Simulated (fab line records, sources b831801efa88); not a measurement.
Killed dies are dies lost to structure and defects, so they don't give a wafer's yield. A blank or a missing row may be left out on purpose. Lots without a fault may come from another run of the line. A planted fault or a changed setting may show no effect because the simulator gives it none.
Problem report in the 8D (eight disciplines) form, filled by code | flow sfq_line | the parts of the form that need people (team, actions taken, sign-off) are left out

1. THE PROBLEM
spin_speed_rpm at SFQ_TRILAYER_I1_VIA_LITHO_COAT_049 reads a mean of 2533.3 rpm on 6 wafers of 2 lots; wafers without a fault read 3000.2 rpm with a standard deviation of 1.9. That is -99 or more standard deviations from the usual mean.
The step: resist thk 650 nm.
First seen on wafer L852.2, day 21 00:33, on litho_track-01. The record holds 18 wafers of 6 lots with a number at this step. Rule for "out", or "out of limits": more than 4 standard deviations from the usual mean. The other wafers with a number count as sound.

2. WHAT IT IS AND WHAT IT IS NOT
question                    | is                     | is not
which readings at this step | spin_speed_rpm         | -
which lots                  | L852, L853             | L832, L843, L844, L851
which wafers of those lots  | all that have a number | -
read on which tools         | litho_track-01         | litho_track-03, litho_track-04
when                        | from day 21 00:33      | up to then (12 sound wafers)

3. SUSPECTS, AND WHAT RULES EACH OUT
Counting: a tool at a process step up to the reading stays a suspect if it ran every lot that is out and no sound lot after the first of them.
- film_metro-03 at SFQ_TRILAYER_I1_METRO_MEASURE_047: kept. It ran every lot that is out, first L852 (day 20 23:12), and no sound lot after that.
- litho_track-01 at SFQ_TRILAYER_I1_VIA_LITHO_COAT_049 (resist thk 650 nm): kept. It ran every lot that is out, first L852 (day 21 00:33), and no sound lot after that; its last sound lot up to then is L843 (day 17 17:53). Its own readings are out on those wafers: spin_speed_rpm.
Left after counting: film_metro-03 at SFQ_TRILAYER_I1_METRO_MEASURE_047, litho_track-01 at SFQ_TRILAYER_I1_VIA_LITHO_COAT_049.

4. THE CAUSE (what the simulator had put in)
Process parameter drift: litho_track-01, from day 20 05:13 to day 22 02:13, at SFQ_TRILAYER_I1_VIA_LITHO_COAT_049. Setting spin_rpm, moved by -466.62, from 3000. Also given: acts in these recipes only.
Counting left 2 suspects, and this tool is among them.

5. THE CHAIN OF EFFECTS, in route order
Each row: a reading whose mean over the struck wafers that have a number lies more than 3 standard deviations from the usual. Only readings for which the record gives a usual standard deviation are gone through. hours: the time from each lot's start at the first step in this table that gives one to its start at this step, as a median over the lots. sigmas: the change in usual standard deviations.
hours | step                               | reading        | usual      | on struck wafers | change | sigmas
0     | SFQ_TRILAYER_I1_VIA_LITHO_COAT_049 | spin_speed_rpm | 3000.2 rpm | 2533.3           | -466.8 | -99 or more
The process steps in it:
- SFQ_TRILAYER_I1_VIA_LITHO_COAT_049: resist thk 650 nm.
Later measuring or inspecting steps at which every struck wafer that the step has a row for has a number for every such reading, and none has moved that far: SFQ_I1_OVL_MEAS_913.

6. WHAT WOULD HAVE CAUGHT IT SOONER
In this record the first reading out of limits was taken at day 21 00:33, 19 hours after the fault began at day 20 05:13.
